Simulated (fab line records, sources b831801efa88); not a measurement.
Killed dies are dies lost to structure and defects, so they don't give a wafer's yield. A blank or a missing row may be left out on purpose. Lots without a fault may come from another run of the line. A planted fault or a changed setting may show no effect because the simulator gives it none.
One fault seen from 2 desks | flow sky130 | each desk has only its own numbers; what lay behind them comes last

THE TOOL OWNER'S DESK: hdpcvd-02
The tool's own readings at SKY_CONTACT_HDPCVD_02 (deposits SiO2, target thk 565 nm, time 94.2 s): means of the sampled wafers that have a number, for each lot that ran on this tool. A lot is out of limits, marked OUT, if its mean lies more than 4 standard deviations from the usual mean; the brackets give that distance.
Columns: A = sih4_flow_sccm at SKY_CONTACT_HDPCVD_02, usual 60.02 sccm
lot  | first seen here | A
L777 | day 30 19:43    | 60.16
L784 | day 33 09:42    | 60.09
L786 | day 33 22:41    | 59.89
L790 | day 34 23:00    | 72.05 (+71) OUT
L791 | day 35 11:14    | 72.13 (+71) OUT
L800 | day 37 21:40    | 59.99
This desk's finding: out of limits on L790, L791; first on L790, day 34 23:00 (sih4_flow_sccm at SKY_CONTACT_HDPCVD_02). In limits: L777, L784, L786, L800.

THE METROLOGY DESK
What the gauges read, lot by lot, whatever tool the lot ran on: means of the sampled wafers that have a number. A lot is out of limits, marked OUT, if its mean lies more than 4 standard deviations from the usual mean; the brackets give that distance.
Columns: A = cd_nm at SKY_LOCAL_INTERCONNECT_CD_MEAS_11, usual 170.2 nm; B = LOCAL_INTERCONNECT_OVL at SKY_LOCAL_INTERCONNECT_OVL_MEAS_12, usual -1 nm; C = CONTACT_HDPCVD_THK at SKY_CONTACT_THK_MEAS_03, usual 563 nm; D = CONTACT_OVL at SKY_CONTACT_OVL_MEAS_15, usual 2 nm
lot  | first seen here | A     | B   | C             | D
L777 | day 30 18:25    | 168.5 | -7  | 564           | 2
L778 | day 30 23:52    | 169.1 | -4  | 568           | 8
L779 | day 31 04:37    | 170.1 | -3  | 561           | 0
L780 | day 31 14:53    | 170.4 | 1   | 570           | 1
L783 | day 32 14:18    | 169.9 | -11 | 557           | -6
L784 | day 33 08:42    | 171.5 | -7  | 563           | 3
L785 | day 33 20:47    | 166.5 | 7   | 566           | -3
L786 | day 33 21:45    | 170.3 | 3   | 570           | 2
L790 | day 34 21:58    | 172.1 | 6   | 678 (+18) OUT | 5
L791 | day 35 10:17    | 169.0 | 8   | 683 (+19) OUT | -3
L799 | day 37 17:46    | 171.0 | 6   | 577           | 1
L800 | day 37 20:37    | 170.1 | -13 | 562           | 11
This desk's finding: out of limits on L790, L791; first on L790, day 34 23:04 (CONTACT_HDPCVD_THK at SKY_CONTACT_THK_MEAS_03). In limits: L777, L778, L779, L780, L783, L784, L785, L786, L799, L800.

PUT TOGETHER
The tool owner's desk could have raised an alarm at day 34 23:00, on L790, L791.
The metrology desk could have raised an alarm at day 34 23:04, on L790, L791.
Of the lots named, all ran SKY_CONTACT_HDPCVD_02 on hdpcvd-02.

WHAT THE SIMULATOR HAD PUT IN
Process parameter drift: hdpcvd-02, from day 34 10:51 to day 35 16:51, at SKY_CONTACT_HDPCVD_02. Setting sih4_flow_sccm, moved by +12, from 60. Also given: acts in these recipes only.
Lots struck among those shown: L790, L791.
Hours from the fault's start to each desk's first reading out of limits: the tool owner's desk, 12; the metrology desk, 12.
